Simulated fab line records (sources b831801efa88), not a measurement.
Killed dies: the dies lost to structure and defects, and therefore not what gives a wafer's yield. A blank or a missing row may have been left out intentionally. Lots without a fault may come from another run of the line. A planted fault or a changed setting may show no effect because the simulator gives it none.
Matching of chambers + flow gf180mcu + GF_V3_ETCH_16 on rie_diel-04: 4 sister chambers
The step etches BARC in N2/H2. 14 wafers are shown with their chamber, then 7 later ones without.

== WAFERS WITH THEIR CHAMBER ==
| wafer  | chamber | drypump_motor_current_A (A) | throttle_valve_pct (%) | oes_product_au (a.u.) |
|--------|---------|-----------------------------|------------------------|-----------------------|
| L077.2 | 3       | 5.1                         | 13.234                 | 0.859                 |
| L077.3 | 1       | 6.3                         | 13.232                 | 0.854                 |
| L077.4 | 1       | 6.3                         | 13.236                 | 0.858                 |
| L079.2 | 0       | 5.1                         | 13.208                 | 0.850                 |
| L079.3 | 1       | 6.3                         | 13.238                 | 0.859                 |
| L079.6 | 1       | 6.3                         | 13.213                 | 0.850                 |
| L082.1 | 2       | 5.3                         | 13.203                 | 0.849                 |
| L082.2 | 0       | 5.1                         | 13.241                 | 0.856                 |
| L082.3 | 1       | 6.3                         | 13.226                 | 0.857                 |
| L087.2 | 1       | 6.3                         | 13.226                 | 0.862                 |
| L087.5 | 0       | 5.1                         | 13.229                 | 0.850                 |
| L087.6 | 3       | 5.2                         | 13.208                 | 0.862                 |
| L088.4 | 3       | 5.1                         | 13.234                 | 0.855                 |
| L088.5 | 0       | 5.1                         | 13.227                 | 0.862                 |

SIGNATURES, as means of the wafers listed above
| reading                 | chamber 0 | chamber 1 | chamber 2 | chamber 3 | scatter within a chamber |
|-------------------------|-----------|-----------|-----------|-----------|--------------------------|
| drypump_motor_current_A | 5.100     | 6.300     | 5.300     | 5.133     | 0.0258                   |
| throttle_valve_pct      | 13.22625  | 13.22850  | 13.20300  | 13.22533  | 0.0119                   |
| oes_product_au          | 0.85450   | 0.85667   | 0.84900   | 0.85867   | 0.00459                  |
Rule: for each reading, subtract the chamber's mean from the wafer's reading, divide by that reading's scatter and square the result; add these up over the readings and take the root, which gives the wafer's distance from the chamber. The wafer belongs to the nearest chamber; if the next one is less than 2 further off, it can't be placed. The scatter is the square root of a quotient: the sum, over the shown wafers, of each reading's squared deviation from its chamber's mean, divided by wafers minus chambers.

== WAFERS WITH NO CHAMBER GIVEN ==
| wafer  | drypump_motor_current_A (A) | throttle_valve_pct (%) | oes_product_au (a.u.) |
|--------|-----------------------------|------------------------|-----------------------|
| L088.6 | 5.1                         | 13.237                 | 0.857                 |
| L092.1 | 5.1                         | 13.238                 | 0.852                 |
| L092.4 | 5.2                         | 13.233                 | 0.854                 |
| L092.5 | 5.1                         | 13.219                 | 0.857                 |
| L094.1 | 6.3                         | 13.230                 | 0.860                 |
| L094.2 | 5.1                         | 13.236                 | 0.852                 |
| L094.5 | 5.1                         | 13.215                 | 0.857                 |

== WHICH CHAMBER EACH ONE RAN IN ==
| wafer  | from the rows above          | in truth |
|--------|------------------------------|----------|
| L088.6 | can't be placed: 0 or 3      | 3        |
| L092.1 | can't be placed: 0 or 3      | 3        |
| L092.4 | can't be placed: 3 or 0 or 2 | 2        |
| L092.5 | can't be placed: 0 or 3      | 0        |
| L094.1 | 1                            | 1        |
| L094.2 | can't be placed: 0 or 3      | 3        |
| L094.5 | can't be placed: 0 or 3      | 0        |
Placed correctly: 1 of 7. These rows do not allow placing 6 (true chamber among the candidates in 6). Placed wrongly: 0.
